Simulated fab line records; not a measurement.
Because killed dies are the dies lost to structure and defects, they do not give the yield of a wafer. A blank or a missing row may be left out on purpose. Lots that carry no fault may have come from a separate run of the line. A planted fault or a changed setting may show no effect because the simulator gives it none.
Struck lot and sound lot, side by side | flow sfq-line | 24 out of 325 route steps
Sound: these wafers, L126.2, L126.3, L126.5. Struck: wafers L119.2, L119.4, L119.6. Last of all comes the cause.
Order at every step that has rows: each side's tool, ch and its chambers, its first start. Under that, the readings that differ: sound wafers | struck wafers | difference of the means | sigmas: that difference in standard deviations of wafers without a fault.
alike: a reading whose means differ by less than 2 such deviations, as well as words and numbers matching on both sides. not compared: withheld readings; readings where some wafer has no value; bounds like >300 that might hide an equal value; numbers whose values overlap and for which the record gives no deviation.
Wherever a step has rows on one side only, a row that says differs or no value, or a row with sigmas, the two part there. When numbers do not overlap yet have no deviation, they are printed without sigmas and do not part them. A reading that every wafer of one side lacks parts them only if that side has two wafers or more.

first, 6 steps without rows for these wafers: SFQ_TRILAYER_I0_VIA_LITHO_COAT_036 (resist thk 62 nm); SFQ_TRILAYER_I0_VIA_LITHO_COAT_031 (resist thk 650 nm); SFQ_TRILAYER_I0_VIA_LITHO_SOFTBAKE_035; SFQ_TRILAYER_I0_VIA_LITHO_EXPOSE_032 (exposes mask I0, target cd 500 nm); SFQ_TRILAYER_I0_VIA_LITHO_PEB_034 (peb time 60 s); SFQ_TRILAYER_I0_VIA_LITHO_DEVELOP_033 (time 60 s).
SFQ_I0_OVL_MEAS_908:
  sound on overlay-01, day 25 10:26; struck on overlay-01, day 23 00:27
  reading     | sound | struck   | difference | sigmas
  I0_OVL (nm) | 1 7 6 | -6 -3 -9 | -11        | -3
SFQ_TRILAYER_I0_VIA_BARC_OPEN_VIA_ETCH_046: etches BARC in O2, target depth 125 nm, time 41.7 s.
  sound on rie-diel-01 ch 0,2,3, day 25 10:28; struck on rie-diel-04 ch 0,2, day 23 00:29
  alike: drypump-motor-current-A, oes-product-au
  not compared: rf-hours-counter-h
SFQ_TRILAYER_I0_VIA_ETCH_VIA_ETCH_034: etches SiO2 in CHF3, stops on Nb, target depth 260 nm.
  sound on rie-diel-01 ch 0,2,3, day 25 10:30; struck on rie-diel-04 ch 0,2, day 23 00:31
  alike: drypump-motor-current-A, oes-product-au
SFQ_TRILAYER_I0_VIA_STRIP_STRIP_035: strips in O2.
  sound on rie-metal-02 ch 0, day 25 10:49; struck on rie-metal-01 ch 0, day 23 00:38
  reading                      | sound          | struck         | difference | sigmas
  he-backside-leak-sccm (sccm) | 3.66 3.79 3.74 | 3.17 3.10 3.28 | -0.55      | -3
  alike: drypump-motor-current-A, oes-product-au
  not compared: rf-hours-counter-h
then, 2 steps without rows for these wafers: SFQ_TRILAYER_I0_VIA_STRIP_SOLV_CLEAN_036 (cleans in NMP, time 600 s); SFQ_TRILAYER_M1_DEP_PRE_CLEAN_038 (time 22.5 s).
SFQ_TRILAYER_M1_DEP_SPUTTER_037: material Nb, target thk 200 nm, time 133.3 s.
  sound on pvd-sputter-03, day 25 12:01; struck on pvd-sputter-04, day 23 02:04
  alike: cathode-dc-power-W, throttle-valve-pct
SFQ_M1_RS_MEAS_909: measures by four-point-probe.
  sound on film-metro-04, day 25 12:08; struck on film-metro-04, day 23 02:11
  reading           | sound             | struck            | difference | sigmas
  M1_NB_RS (ohm/sq) | 0.892 0.893 0.878 | 0.442 0.445 0.442 | -0.445     | -46
then, 6 steps without rows for these wafers: SFQ_TRILAYER_M1_LITHO_COAT_044 (resist thk 62 nm); SFQ_TRILAYER_M1_LITHO_COAT_039 (resist thk 600 nm); SFQ_TRILAYER_M1_LITHO_SOFTBAKE_043; SFQ_TRILAYER_M1_LITHO_EXPOSE_040 (exposes mask M1, target cd 500 nm); SFQ_TRILAYER_M1_LITHO_PEB_042 (peb time 60 s); SFQ_TRILAYER_M1_LITHO_DEVELOP_041 (time 60 s).
-- the record jumps here: 7 days lie between the struck wafers' starts before and after --
SFQ_M1_OVL_MEAS_911:
  sound on overlay-02, day 32 07:46; struck on overlay-01, day 29 17:22
  alike: M1_OVL
SFQ_TRILAYER_M1_BARC_OPEN_METAL_ETCH_054: etches BARC in O2, target depth 125 nm, time 41.7 s.
  sound on rie-metal-03 ch 0,1, day 32 07:48; struck on rie-metal-02 ch 0, day 29 17:25
  alike: drypump-motor-current-A, he-backside-leak-sccm, oes-product-au
  not compared: rf-hours-counter-h
SFQ_TRILAYER_M1_ETCH_METAL_ETCH_042: etches Nb in Cl2/Ar, stops on SiO2, target depth 240 nm, time 120 s.
  sound on rie-metal-03 ch 0,1, day 32 07:52; struck on rie-metal-02 ch 0, day 29 17:34
  reading                        | sound             | struck            | difference | sigmas
  oes-product-au (a.u.)          | 0.896 0.883 0.899 | 0.992 0.992 0.994 | +0.100     | +14
  model.etch.depth-nm (nm)       | 199.4 199.1 202.3 | 236.1 237.5 236   | +36.3      |
  model.M1.feature-depth-nm (nm) | 199.4 199.1 202.3 | 236.1 237.5 236   | +36.3      |
  alike: drypump-motor-current-A, he-backside-leak-sccm
  not compared: rf-hours-counter-h
SFQ_TRILAYER_M1_STRIP_STRIP_043: strips in O2.
  sound on rie-metal-03 ch 0,1, day 32 07:59; struck on rie-metal-02 ch 0, day 29 17:58
  alike: drypump-motor-current-A, he-backside-leak-sccm, oes-product-au
  not compared: rf-hours-counter-h

## WHERE THEY PART
Earliest at SFQ_I0_OVL_MEAS_908; latest, in this record, at SFQ_TRILAYER_M1_ETCH_METAL_ETCH_042. Later steps at which nothing parts them and some readings are alike: SFQ_TRILAYER_M1_STRIP_STRIP_043.

WHY: whatever the simulator had introduced
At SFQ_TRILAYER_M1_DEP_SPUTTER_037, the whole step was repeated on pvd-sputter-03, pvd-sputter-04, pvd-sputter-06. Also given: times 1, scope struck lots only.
